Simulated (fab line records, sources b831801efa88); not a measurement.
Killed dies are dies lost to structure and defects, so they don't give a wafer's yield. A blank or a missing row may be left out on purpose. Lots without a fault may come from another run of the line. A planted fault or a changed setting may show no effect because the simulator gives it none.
Which tool did it? | flow sky130 | 13 lots, 39 wafers sampled, at 1 step of a route of 708

WHAT THE GAUGES READ, wafer by wafer
SKY_METAL3_OVL_MEAS_14.
lot  | measured     | on         | METAL3_OVL (nm)
L798 | day 39 13:14 | overlay-01 | 2 1 1
L800 | day 39 23:10 | overlay-01 | 4 7 14
L801 | day 40 13:04 | overlay-01 | -2 4 3
L802 | day 40 19:44 | overlay-02 | 2 3 10
L803 | day 40 22:56 | overlay-02 | -2 6 -2
L805 | day 41 17:56 | overlay-01 | 1 0 -5
L811 | day 43 05:43 | overlay-02 | -3 -10 -4
L812 | day 43 16:23 | overlay-02 | -3 6 4
L813 | day 43 21:38 | overlay-01 | 9 10 8
L814 | day 44 08:43 | overlay-01 | 7 -1 -2
L815 | day 44 14:13 | overlay-01 | -3 -3 -4
L817 | day 44 19:07 | overlay-01 | 7 4 -1
L820 | day 45 12:29 | overlay-02 | 4 10 11

WHICH TOOL RAN EACH LOT (tool, then ch and the chambers of the sampled wafers, then the start)
The record holds no process step before these readings.

WHAT THE TOOLS THEMSELVES READ (means of the sampled wafers that have a number; where no wafer has one, the mark that the record gives instead)
The record holds no such reading with a usual standard deviation.

THE ANSWER, worked out from the rows above alone
Rule: what is usual is taken from the lots themselves. Put in order of their means at a reading, lots are off if they are a third of the lots or fewer, leave a main group of 4 or more, and stand apart from it by a gap of 3 or more times the standard deviation of the main group's means; of several such gaps the widest counts. A main group whose means are all the same, to the digits that the tables above print for the reading, isn't used. A lot without any number at a reading at which 4 lots or more have one is off too. The other lots that the step has rows for count as sound. The gauges are gone through in route order, then the tools' own readings, and for those a lot's mean is taken as printed above. The first step at which some lot is off is used, and at that step the reading that is off furthest; a lot without a number counts as furthest.
No lot is off at any reading shown: from this, nothing can be told.

WHAT THE SIMULATOR HAD PUT IN
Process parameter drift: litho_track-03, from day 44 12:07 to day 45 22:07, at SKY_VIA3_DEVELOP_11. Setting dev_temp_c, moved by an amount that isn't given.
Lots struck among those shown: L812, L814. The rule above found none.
